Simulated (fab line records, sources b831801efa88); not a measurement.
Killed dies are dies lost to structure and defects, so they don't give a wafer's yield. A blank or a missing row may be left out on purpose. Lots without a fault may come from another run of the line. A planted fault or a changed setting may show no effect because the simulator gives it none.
Which tool did it? | flow gf180mcu | 13 lots, 39 wafers sampled, at 6 steps of a route of 602

WHAT THE GAUGES READ, wafer by wafer
GF_POLY_GATE_THK_MEAS_17.
lot  | measured     | on            | POLY_GATE_OXIDATION_THK (nm)
L438 | day 9 16:55  | film_metro-04 | 3.98 3.98 3.99
L439 | day 9 23:08  | film_metro-01 | 4.02 3.87 3.86
L440 | day 10 04:40 | film_metro-04 | 4.00 3.89 3.93
L441 | day 10 12:55 | film_metro-04 | 3.88 3.99 3.91
L444 | day 11 10:08 | film_metro-01 | 4.07 4.08 4.07
L445 | day 11 17:39 | film_metro-04 | 4.10 4.05 4.04
L452 | day 14 03:46 | film_metro-01 | 3.91 3.81 3.88
L453 | day 14 07:56 | film_metro-02 | 3.95 4.00 3.95
L454 | day 14 10:37 | film_metro-02 | 3.97 4.04 3.92
L456 | day 14 22:30 | film_metro-04 | 4.01 3.97 4.00
L458 | day 15 14:58 | film_metro-04 | 4.08 3.99 4.02
L459 | day 15 19:25 | film_metro-02 | 4.09 4.02 4.07
L460 | day 16 06:32 | film_metro-04 | 4.09 4.24 4.09

GF_HV_LDD_CD_MEAS_46: target cd 400 nm.
lot  | measured     | on        | cd_nm (nm)
L438 | day 12 18:45 | cd_sem-02 | 399.9 400.9 400.9
L439 | day 13 03:01 | cd_sem-01 | 400.3 399.4 396.8
L440 | day 13 08:52 | cd_sem-01 | 401.5 402.6 399.5
L441 | day 13 19:01 | cd_sem-02 | 398.0 399.2 399.9
L444 | day 14 18:29 | cd_sem-02 | 407.5 406.8 408.1
L445 | day 15 02:34 | cd_sem-01 | 405.9 406.7 407.1
L452 | day 17 19:17 | cd_sem-01 | 401.7 400.9 402.0
L453 | day 17 22:45 | cd_sem-02 | 398.3 398.8 398.9
L454 | day 18 03:33 | cd_sem-01 | 402.2 400.7 400.6
L456 | day 18 16:41 | cd_sem-02 | 399.8 398.2 396.6
L458 | day 19 10:32 | cd_sem-01 | 399.3 400.1 399.8
L459 | day 19 16:40 | cd_sem-01 | 401.5 397.6 398.9
L460 | day 20 05:27 | cd_sem-01 | 400.1 399.8 399.3

GF_HV_LDD_OVL_MEAS_47.
lot  | measured     | on         | HV_LDD_03_OVL (nm)
L438 | day 12 18:50 | overlay-02 | 2.7 1.4 1.5
L439 | day 13 03:08 | overlay-01 | -2.1 -1.2 -0.3
L440 | day 13 08:58 | overlay-02 | -0.9 1.0 1.0
L441 | day 13 19:07 | overlay-02 | -0.5 0.2 1.1
L444 | day 14 18:36 | overlay-02 | 2.0 1.5 -0.1
L445 | day 15 02:41 | overlay-01 | -0.2 -2.0 -1.4
L452 | day 17 19:23 | overlay-01 | -2.5 -1.3 -1.7
L453 | day 17 22:50 | overlay-01 | -1.9 -0.8 -2.0
L454 | day 18 03:38 | overlay-01 | -1.7 -0.5 -0.3
L456 | day 18 16:49 | overlay-01 | -2.0 0.2 -0.8
L458 | day 19 10:39 | overlay-01 | -0.7 -0.1 -0.6
L459 | day 19 16:45 | overlay-02 | -2.7 -1.3 0.2
L460 | day 20 05:31 | overlay-01 | 0.1 -0.6 1.8

GF_HV_LDD_THK_MEAS_55.
lot  | measured     | on            | HV_LDD_CVD_54_THK (nm)
L438 | day 12 20:31 | film_metro-01 | 10.06 10.00 10.02
L439 | day 13 05:19 | film_metro-02 | 10.12 10.04 10.05
L440 | day 13 11:34 | film_metro-03 | 10.03 10.05 10.10
L441 | day 13 20:43 | film_metro-01 | 10.25 10.23 10.04
L444 | day 14 20:13 | film_metro-01 | 9.99 9.91 9.78
L445 | day 15 04:20 | film_metro-01 | 10.21 10.22 10.27
L452 | day 17 21:04 | film_metro-02 | 10.15 10.14 10.08
L453 | day 18 00:27 | film_metro-02 | 10.13 10.22 10.17
L454 | day 18 05:15 | film_metro-02 | 10.23 10.10 10.17
L456 | day 18 18:25 | film_metro-01 | 10.14 10.13 10.13
L458 | day 19 12:17 | film_metro-02 | 10.14 10.13 10.00
L459 | day 19 18:22 | film_metro-02 | 9.99 10.01 10.02
L460 | day 20 07:08 | film_metro-02 | 9.99 9.89 9.95

WHICH TOOL RAN EACH LOT (tool, then ch and the chambers of the sampled wafers, then the start)
lot  | GF_HV_LDD_COAT_41                 | GF_HV_LDD_STRIP_49
L438 | litho_track-03 ch 0, day 12 09:14 | plasma_asher-01 ch 0,1, day 12 19:02
L439 | litho_track-01 ch 0, day 12 17:07 | plasma_asher-04 ch 0,1, day 13 03:19
L440 | litho_track-03 ch 0, day 12 22:34 | plasma_asher-04 ch 0,1, day 13 09:10
L441 | litho_track-04 ch 0, day 13 08:26 | plasma_asher-02 ch 0,1, day 13 19:19
L444 | litho_track-03 ch 0, day 14 08:44 | plasma_asher-02 ch 0,1, day 14 18:47
L445 | litho_track-03 ch 0, day 14 15:33 | plasma_asher-02 ch 0,1, day 15 02:53
L452 | litho_track-03 ch 0, day 17 07:48 | plasma_asher-02 ch 0,1, day 17 19:35
L453 | litho_track-01 ch 0, day 17 10:48 | plasma_asher-01 ch 0,1, day 17 23:02
L454 | litho_track-01 ch 0, day 17 15:36 | plasma_asher-02 ch 0,1, day 18 03:50
L456 | litho_track-01 ch 0, day 18 05:16 | plasma_asher-02 ch 0,1, day 18 16:59
L458 | litho_track-01 ch 0, day 18 22:24 | plasma_asher-02 ch 0,1, day 19 10:50
L459 | litho_track-03 ch 0, day 19 04:27 | plasma_asher-01 ch 0,1, day 19 16:58
L460 | litho_track-03 ch 0, day 19 16:23 | plasma_asher-02 ch 0,1, day 20 05:44
- GF_HV_LDD_COAT_41: resist thk 1000 nm.
- GF_HV_LDD_STRIP_49: strips in O2/N2.

WHAT THE TOOLS THEMSELVES READ (means of the sampled wafers that have a number; where no wafer has one, the mark that the record gives instead)
GF_HV_LDD_STRIP_49.
lot  | tool            | drypump_motor_current_A (A) | heater_power_w (W) | oes_product_au (a.u.) | strip_time_to_endpoint_s (s)
L438 | plasma_asher-01 | 5.3                         | 347                | 0.711                 | 12.66
L439 | plasma_asher-04 | 6.1                         | 341                | 0.716                 | 12.61
L440 | plasma_asher-04 | 6.3                         | 351                | 0.716                 | 12.60
L441 | plasma_asher-02 | 6.2                         | 288                | 0.721                 | 12.62
L444 | plasma_asher-02 | 6.2                         | 289                | 0.716                 | 11.89
L445 | plasma_asher-02 | 5.5                         | 303                | 0.718                 | 11.92
L452 | plasma_asher-02 | 5.5                         | 297                | 0.717                 | 12.65
L453 | plasma_asher-01 | 5.3                         | 349                | 0.715                 | 12.61
L454 | plasma_asher-02 | 5.5                         | 301                | 0.716                 | 12.60
L456 | plasma_asher-02 | 5.6                         | 304                | 0.719                 | 12.62
L458 | plasma_asher-02 | 6.2                         | 289                | 0.718                 | 12.60
L459 | plasma_asher-01 | 5.3                         | 369                | 0.713                 | 12.72
L460 | plasma_asher-02 | 6.2                         | 290                | 0.722                 | 12.67

THE ANSWER, worked out from the rows above alone
Rule: what is usual is taken from the lots themselves. Put in order of their means at a reading, lots are off if they are a third of the lots or fewer, leave a main group of 4 or more, and stand apart from it by a gap of 3 or more times the standard deviation of the main group's means; of several such gaps the widest counts. A main group whose means are all the same, to the digits that the tables above print for the reading, isn't used. A lot without any number at a reading at which 4 lots or more have one is off too. The other lots that the step has rows for count as sound. The gauges are gone through in route order, then the tools' own readings, and for those a lot's mean is taken as printed above. The first step at which some lot is off is used, and at that step the reading that is off furthest; a lot without a number counts as furthest.
Off: L444, L445, at GF_HV_LDD_CD_MEAS_46 (cd_nm). The main group: mean 399.8 nm, standard deviation 1.1.
A tool fits if, at a process step before that reading, it ran every lot that is off, and no sound lot after the first of them. The gauges at GF_HV_LDD_CD_MEAS_46 aren't tried: what is off there is off at GF_HV_LDD_STRIP_49 too, on other tools, and a gauge's error can't cause that. None of those tried fits.

WHAT THE SIMULATOR HAD PUT IN
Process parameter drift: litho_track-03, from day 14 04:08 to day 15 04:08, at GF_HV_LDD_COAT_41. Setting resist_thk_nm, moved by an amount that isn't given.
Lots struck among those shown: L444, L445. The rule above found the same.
